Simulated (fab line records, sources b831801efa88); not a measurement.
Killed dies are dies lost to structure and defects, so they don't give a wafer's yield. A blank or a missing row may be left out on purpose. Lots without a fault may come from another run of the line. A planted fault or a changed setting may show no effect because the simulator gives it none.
fab line records | flow gf180mcu
record lots=14 wafers=41 last_day=34
route steps=602 shown NSD@245
lots that met no fault: from a run of the same line without faults
start_h: hours from the record's first day to the start of the lot's first wafer shown | wait_h: hours since the lot's step before | " the same as in the row above | L1.1+2: a row that stands for several wafers | - no value, or no start given | * or withheld: withheld | < > ~ a bound
route shown NAME@n: a module of which the file shows steps, and the number in the route of the first | usual: mean/standard deviation of fault-free wafers | same: alike in all rows | chamber/n: place in a boat | sites: the reading at each site | _std_site: their standard deviation | _edge_site: outer sites' mean less inner sites' | radius_mm: how far each site lies from the wafer's centre | mask NAME#n: copy n | behind: the tool/chamber that last shaped the wafer | hold: why the lot was held/for how many hours/how that ended | device: the transistor (n, p or np) that didn't switch | end of line: the same wafers' tests at the end of the route | a step without rows: its recipe alone | killed: dies lost to structure and defects at the first sort, not the wafer's yield | map: a wafer's dies, x killed, . not, _ none there
set.NAME: the setting as run; set.NAME@STEP: as run at that earlier step | model.NAME: the simulator's own value behind a step, which no gauge read
steps of the route over a sample of lots; a table a step, a row a wafer
services: from which hour (start_h, from the record's first day; less than 0 if before it) a tool's chamber was out of use, for how many hours, and why
## steps
# step GF_NSD_IMPLANT_10
# recipe species=P energy_kev=40 dose_cm2=5e+14 tilt_deg=7
# columns lot.wafer tool chamber start_h wait_h
L306.1+3+4 implanter-01 0 303.57 0.1
L307.2+3+6 implanter-01 0 306.29 0.1
L308.1+2+6 implanter-01 0 320.11 0.1
L309.1+3+5 implanter-03 0 323.36 0.1
L310.3+4+5 implanter-01 0 336.87 0.1
L311.1+2+4 implanter-01 0 345.94 0.1
L312.1+4 implanter-03 0 354.17 0.1
L319.2+5+6 implanter-01 0 417.47 0.1
L321.1+3+6 implanter-01 0 429.86 0.1
L322.2+4+5 implanter-03 0 436.67 0.1
L324.1+4+6 implanter-02 0 456.19 0.1
L325.1+4+5 implanter-03 0 461.37 0.1
L327.1+2+5 implanter-01 0 492.27 0.1
L328.1+4+5 implanter-03 0 493.79 0.1
# step GF_PSD_RS_MEAS_14
# recipe thk_meas_gauge=four-point-probe
# usual NSD_RS=46.13/0.086
# columns lot.wafer tool chamber start_h wait_h NSD_RS[ohm/sq]
L306.1 film_metro-01 - 324.91 0.1 46.18
L306.3 " - " " 46.09
L306.4 " - " " 46.12
L307.2 film_metro-04 - 328.01 0.1 46.08
L307.3 " - " " 46.00
L307.6 " - " " 45.90
L308.1 film_metro-02 - 342.09 0.1 46.17
L308.2 " - " " 46.26
L308.6 " - " " 46.16
L309.1 film_metro-01 - 345.20 0.1 46.11
L309.3 " - " " 46.21
L309.5 " - " " 46.32
L310.3 film_metro-04 - 359.23 0.1 46.19
L310.4 " - " " 46.21
L310.5 " - " " 46.20
L311.1 film_metro-02 - 368.79 0.1 46.14
L311.2 " - " " 46.22
L311.4 " - " " 46.14
L312.1 film_metro-02 - 377.80 0.1 46.17
L312.4 " - " " 46.10
L319.2 film_metro-04 - 441.97 0.1 46.41
L319.5 " - " " 46.48
L319.6 " - " " 46.45
L321.1 film_metro-01 - 454.20 0.1 46.35
L321.3 " - " " 46.45
L321.6 " - " " 46.57
L322.2 film_metro-04 - 460.62 0.1 46.06
L322.4 " - " " 46.00
L322.5 " - " " 46.06
L324.1 film_metro-04 - 480.10 0.1 46.18
L324.4 " - " " 46.20
L324.6 " - " " 46.32
L325.1 film_metro-01 - 485.54 0.1 46.11
L325.4 " - " " 46.06
L325.5 " - " " 46.18
L327.1 film_metro-01 - 516.89 0.1 46.04
L327.2 " - " " 46.07
L327.5 " - " " 46.01
L328.1 film_metro-02 - 518.39 0.1 46.22
L328.4 " - " " 46.25
L328.5 " - " " 46.21
## services
# columns tool chamber start_h hours kind
implanter-03 - 280.85 0.5 repair
implanter-01 - 322.63 8.2 repair
implanter-02 - 351.07 0.6 repair
implanter-02 - 396.61 3.2 pm
implanter-02 - 401.01 1.4 repair
implanter-01 - 424.96 2.0 repair
implanter-03 - 437.76 3.0 repair
implanter-02 - 469.06 2.0 repair
implanter-02 - 472.80 3.6 pm
## key
first_sign step=GF_PSD_RS_MEAS_14 reading=NSD_RS direction=up sigmas=3.7 usual=46.13 struck=46.45
effect none on later readings
met_at GF_NSD_IMPLANT_10
struck_lots L319,L321
tester_left_out L319,L321
onset_between 345.94 417.47
fault kind=process_parameter_drift tool=implanter-01 chamber=- onset_h=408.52 steps=GF_NSD_IMPLANT_10 channel=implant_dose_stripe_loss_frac offset=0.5 shape=step end_h=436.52
# tester_left_out: of these lots the tester's yield and bins aren't shown, on N5 and GAA mostly nor the transistor test; their killed dies are dies lost to structure and defects alone, not to doping, threshold or leakage, so they don't give the yield
